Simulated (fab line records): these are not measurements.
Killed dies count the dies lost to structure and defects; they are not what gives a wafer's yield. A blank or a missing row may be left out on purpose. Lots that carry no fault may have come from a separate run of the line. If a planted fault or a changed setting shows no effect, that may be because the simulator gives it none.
What tool caused it? + flow sky130 + 11 lots, 33 wafers sampled, at 2 steps of a route of 708

== WHAT THE GAUGES SHOWED, per wafer ==
SKY_VIA3_CD_MEAS_12: target cd 200 nm.
| lot  | measured     | on        | cd-nm (nm)        |
|------|--------------|-----------|-------------------|
| L908 | day 40 05:22 | cd-sem-01 | 200.5 200.9 200.3 |
| L910 | day 40 20:47 | cd-sem-02 | 200.3 200.8 200.9 |
| L913 | day 42 04:10 | cd-sem-02 | 201.5 201.0 202.2 |
| L914 | day 42 08:13 | cd-sem-01 | 198.8 198.3 198.3 |
| L921 | day 44 05:54 | cd-sem-02 | 198.8 198.6 199.7 |
| L925 | day 45 08:27 | cd-sem-01 | 198.9 200.4 199.3 |
| L926 | day 45 09:31 | cd-sem-01 | 199.0 198.8 200.9 |
| L927 | day 45 14:07 | cd-sem-02 | 201.2 200.4 200.3 |
| L928 | day 45 20:01 | cd-sem-01 | 201.1 200.5 201.1 |
| L929 | day 46 08:04 | cd-sem-01 | 201.8 202.0 201.8 |
| L930 | day 46 10:21 | cd-sem-01 | 197.5 198.3 196.4 |

== WHICH TOOL RAN EACH LOT (tool, then ch and the chambers of the sampled wafers, then the start) ==
| lot  | SKY_METAL3_STRIP_19                  |
|------|--------------------------------------|
| L908 | plasma-asher-03 ch 0,1, day 39 03:09 |
| L910 | plasma-asher-02 ch 0,1, day 39 17:44 |
| L913 | plasma-asher-02 ch 0,1, day 41 02:38 |
| L914 | plasma-asher-03 ch 0,1, day 41 06:21 |
| L921 | plasma-asher-03 ch 0,1, day 43 01:54 |
| L925 | plasma-asher-02 ch 1, day 44 08:45   |
| L926 | plasma-asher-02 ch 0,1, day 44 10:38 |
| L927 | plasma-asher-02 ch 0,1, day 44 15:12 |
| L928 | plasma-asher-03 ch 0,1, day 44 22:39 |
| L929 | plasma-asher-04 ch 0,1, day 45 09:37 |
| L930 | plasma-asher-03 ch 0,1, day 45 10:19 |
- SKY_METAL3_STRIP_19: strips in O2/N2.

== THE ANSWER, worked out from the rows above alone ==
Rule: usual is defined by the lots themselves. Put in order of their means at a reading, lots are off if they are a third of the lots or fewer, leave a main group of 4 or more, and stand apart from it by a gap of 3 or more times the standard deviation of the main group's means; of several such gaps the widest counts. A main group is skipped when, at the precision printed for the reading in the tables above, its means are all equal. Also off: a lot with no number at a reading for which 4 or more lots have one. Where the step has rows for the other lots, those lots are counted as sound.
No lot is off on any of the readings shown, so nothing can be concluded from this.

== WHAT WAS PUT IN BY THE SIMULATOR ==
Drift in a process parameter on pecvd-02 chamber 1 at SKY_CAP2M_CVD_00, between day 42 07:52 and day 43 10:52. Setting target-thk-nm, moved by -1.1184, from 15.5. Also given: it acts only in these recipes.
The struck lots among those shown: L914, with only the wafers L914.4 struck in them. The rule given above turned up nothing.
